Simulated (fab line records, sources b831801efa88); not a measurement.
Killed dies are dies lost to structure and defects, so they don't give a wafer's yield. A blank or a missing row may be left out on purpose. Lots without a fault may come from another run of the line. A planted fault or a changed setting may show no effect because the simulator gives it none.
Chamber matching | flow sky130 | SKY_LI_CONTACT_CMP_24 on cmp-02: 4 sister chambers
The step polishes, stops on PSG, t overpolish 20 s, target thk 0 nm. 8 wafers are shown with their chamber, then 8 later ones without.

WAFERS WITH THEIR CHAMBER
wafer  | chamber | motor_current_A (A) | time_to_endpoint_s (s)
L092.2 | 3       | 10.8                | 100
L092.3 | 0       | 8.3                 | 97
L092.5 | 1       | 11.9                | 98
L092.6 | 2       | 10.1                | 97
L093.1 | 3       | 10.5                | 97
L093.2 | 1       | 11.7                | 96
L093.3 | 2       | 10.1                | 98
L093.4 | 0       | 8.5                 | 92

WAFERS WITHOUT THEIR CHAMBER
wafer  | motor_current_A (A) | time_to_endpoint_s (s)
L093.5 | 12.4                | 93
L093.6 | 8.4                 | 92
L095.1 | 10.4                | 102
L095.2 | 8.6                 | 96
L095.3 | 10.5                | 97
L095.4 | 12.2                | 102
L095.5 | 12.6                | 99
L095.6 | 8.3                 | 95

WHICH CHAMBER EACH WENT THROUGH
wafer  | from the rows above     | in truth
L093.5 | 1                       | 1
L093.6 | 0                       | 0
L095.1 | can't be placed: 3 or 2 | 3
L095.2 | 0                       | 0
L095.3 | can't be placed: 3 or 2 | 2
L095.4 | 1                       | 1
L095.5 | 1                       | 1
L095.6 | 0                       | 0
Placed correctly: 6 of 8. Can't be placed from these rows: 2 (the true chamber is among the candidates in 2). Placed wrongly: 0.
How it was worked out, from the rows above alone: a wafer's distance from a chamber is the root of the sum, over the readings, of the square of ((its reading less the chamber's mean) divided by the reading's scatter). The wafer belongs to the nearest chamber; if the next one is less than 2 further off, it can't be placed. A chamber's mean is the mean of its shown wafers. The scatter: the root of (the sum of the squares of (reading less its chamber's mean) over the shown wafers, divided by (wafers less chambers)).
